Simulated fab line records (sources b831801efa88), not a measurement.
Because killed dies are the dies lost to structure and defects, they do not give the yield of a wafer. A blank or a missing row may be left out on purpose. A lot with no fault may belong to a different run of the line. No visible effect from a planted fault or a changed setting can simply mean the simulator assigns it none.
A struck lot beside a sound one    flow gf180mcu    41 steps out of a route of 602
Sound: wafers L482.1, L482.3, L482.4. Struck: wafer L486.2. (L486.5, L486.6 of the same lot were not struck and are left out.) The cause comes at the end.
Per side, at each step with rows, come the tool, then ch with its chambers, and then its first start. Under that, the readings that differ: sound wafers    struck wafers    difference of the means    sigmas: that difference in standard deviations of wafers without a fault.
alike: readings with means less than 2 such deviations apart, plus words and numbers identical on both sides. not compared: withheld readings, readings lacking a value on some wafer, bounds such as >300 that could conceal the same value, and numbers that have no deviation in the record and whose values overlap.
Wherever a step has rows on one side only, a row that says differs or no value, or a row with sigmas, the two part there. When numbers do not overlap yet have no deviation, they are printed without sigmas and do not part them. Lack of a reading on every wafer of one side parts them only where that side has two or more wafers.

GF_HV_LDD_CD_MEAS_46 targets a cd of 400 nm.
  sound on cd_sem-01, day 15 04:52; struck on cd_sem-01, day 16 17:03
  alike: cd_nm
GF_HV_LDD_OVL_MEAS_47:
  sound on overlay-01, day 15 04:59; struck on overlay-02, day 16 17:10
  alike: HV_LDD_03_OVL
following that, these wafers have no rows for 1 step: GF_HV_LDD_IMPLANT_48.
GF_HV_LDD_STRIP_49: strips in O2/N2.
  sound on plasma_asher-03 ch 0,1, day 15 05:10; struck on plasma_asher-03 ch 0, day 16 17:20
  alike: drypump_motor_current_A, heater_power_w, oes_product_au, strip_time_to_endpoint_s
  not compared: rf_hours_counter_h
GF_HV_LDD_TW_MEAS_50:
  sound on film_metro-04, day 15 05:16; struck on film_metro-03, day 16 17:27
  alike: HV_LDD_4_TW
then, 1 step without rows for these wafers: GF_HV_LDD_CLEAN_51 (cleans in SC1/SC2, time 150 s).
GF_HV_LDD_RTA_52: time 10 s.
  sound on rtp_anneal-02 ch 0, day 15 05:23; struck on rtp_anneal-02 ch 0, day 16 17:34
  alike: anneal_temp_c_max, lamp_power_pct, wafer_temp_C_max
GF_HV_LDD_RS_MEAS_53: uses a four-point probe to measure.
  sound on film_metro-01, day 15 05:27; struck on film_metro-01, day 16 17:38
reading             sound              struck  difference  sigmas
HV_LDD_RS (ohm/sq)  418.7 419.4 418.7  416.5   -2.4        -2
then, 1 step without rows for these wafers: GF_HV_LDD_CVD_54 (deposits SiO2 from TEOS, target thk 10 nm, time 75 s).
GF_HV_LDD_THK_MEAS_55:
  sound on film_metro-04, day 15 06:35; struck on film_metro-03, day 16 18:46
  alike: HV_LDD_CVD_54_THK
then, 1 step without rows for these wafers: GF_HV_LDD_CVD_56 (deposits Si3N4 from DCS/NH3, target thk 90 nm, time 1543 s).
GF_HV_LDD_THK_MEAS_57:
  sound on film_metro-01, day 15 08:05; struck on film_metro-01, day 16 20:58
reading                 sound           struck  difference  sigmas
HV_LDD_CVD_56_THK (nm)  91.6 91.5 91.2  89.1    -2.3        -2
GF_HV_LDD_ETCHBACK_58: etches Si3N4 in CH3F/O2, stops on SiO2, time 100 s, target depth 90 nm.
  sound on rie_diel-02 ch 2,3, day 15 08:08; struck on rie_diel-04 ch 3, day 16 21:01
reading                                  sound              struck  difference  sigmas
oes_product_au (a.u.)                    0.858 0.847 0.841  0.834   -0.015      -2
rf_fwd_power_W (W)                       397.8 397.5 395.8  461.4   +64.4       +46
model.SiO2_of_HV_LDD_CVD_54.thk_nm (nm)  7.42 7.38 7.421    7.024   -0.383      
  alike: drypump_motor_current_A, throttle_valve_pct
  not compared: rf_hours_counter_h
then, 7 steps without rows for these wafers: GF_NSD_DEHYDRATE_00 (time 60 s); GF_NSD_HMDS_01 (prime time 60 s); GF_NSD_COAT_02 (resist thk 1000 nm); GF_NSD_SOFTBAKE_03 (time 60 s); GF_NSD_EXPOSE_04 (exposes mask Nplus, target cd 400 nm); GF_NSD_PEB_05; GF_NSD_DEVELOP_06 (develop time 60 s).
GF_NSD_CD_MEAS_07 targets a cd of 400 nm.
  sound on cd_sem-02, day 16 06:51; struck on cd_sem-01, day 17 20:05
  alike: cd_nm
GF_NSD_OVL_MEAS_08:
  sound on overlay-02, day 16 06:58; struck on overlay-02, day 17 20:11
  alike: NSD_OVL
then, 2 steps without rows for these wafers: GF_NSD_IMPLANT_09; GF_NSD_IMPLANT_10.
GF_NSD_STRIP_11: strips in O2/N2.
  sound on plasma_asher-02 ch 0,1, day 16 07:18; struck on plasma_asher-01 ch 1, day 17 20:31
  alike: drypump_motor_current_A, heater_power_w, oes_product_au, strip_time_to_endpoint_s
  not compared: rf_hours_counter_h
GF_NSD_TW_MEAS_12:
  sound on film_metro-01, day 16 07:24; struck on film_metro-02, day 17 20:37
  alike: NSD_TW
then, 7 steps without rows for these wafers: GF_PSD_DEHYDRATE_00 (time 60 s); GF_PSD_HMDS_01 (prime time 60 s); GF_PSD_COAT_02 (resist thk 1000 nm); GF_PSD_SOFTBAKE_03 (time 60 s); GF_PSD_EXPOSE_04 (exposes mask Pplus, target cd 400 nm); GF_PSD_PEB_05; GF_PSD_DEVELOP_06 (develop time 60 s).
GF_PSD_CD_MEAS_07 targets a cd of 400 nm.
  sound on cd_sem-01, day 17 05:50; struck on cd_sem-01, day 18 19:40
reading     sound              struck  difference  sigmas
cd_nm (nm)  397.5 397.6 396.8  402.1   +4.8        +2
GF_PSD_OVL_MEAS_08:
  sound on overlay-02, day 17 05:57; struck on overlay-01, day 18 19:46
  alike: PSD_OVL
following that, these wafers have no rows for 1 step: GF_PSD_IMPLANT_09.
GF_PSD_STRIP_10: strips in O2/N2.
  sound on plasma_asher-04 ch 0,1, day 17 06:08; struck on plasma_asher-03 ch 0, day 18 19:57
reading                      sound        struck  difference  sigmas
drypump_motor_current_A (A)  6.3 5.3 6.4  4.8     -1.2        -3
  alike: heater_power_w, oes_product_au, strip_time_to_endpoint_s
  not compared: rf_hours_counter_h
GF_PSD_TW_MEAS_11:
  sound on film_metro-02, day 17 06:14; struck on film_metro-02, day 18 20:04
  alike: PSD_TW
GF_PSD_CLEAN_12: cleans in SC1/SC2, time 150 s.
  sound on wet_bench-04 ch 3, day 17 06:17; struck on wet_bench-02 ch 1, day 18 20:07
reading                                  sound              struck  difference  sigmas
model.SiO2_of_HV_LDD_CVD_54.thk_nm (nm)  6.746 6.708 6.746  6.35    -0.38       
GF_PSD_RTA_13: time 20 s.
  sound on rtp_anneal-02 ch 0, day 17 06:20; struck on rtp_anneal-01 ch 0, day 18 20:10
reading             sound                 struck  difference  sigmas
anneal_temp_c_max   1031.2 1030.3 1032.3  1027.9  -3.4        -2
lamp_power_pct (%)  30.0 30.0 30.0        26.0    -4.0        -2
  alike: wafer_temp_C_max
-- the record jumps here: 14 days lie between the struck wafers' starts before and after (it left off in module PSD and takes up again in module PASSIVATION, whose first step shown is number 602 of the route) --
GF_PASSIVATION_PROBE_99:
  the record has rows for the struck wafers here (prober-02, day 32 18:44) and none for the sound ones

## WHERE THEY PART
First at GF_HV_LDD_RS_MEAS_53; last, within this record, at GF_PASSIVATION_PROBE_99.

WHY: what had been put in by the simulator
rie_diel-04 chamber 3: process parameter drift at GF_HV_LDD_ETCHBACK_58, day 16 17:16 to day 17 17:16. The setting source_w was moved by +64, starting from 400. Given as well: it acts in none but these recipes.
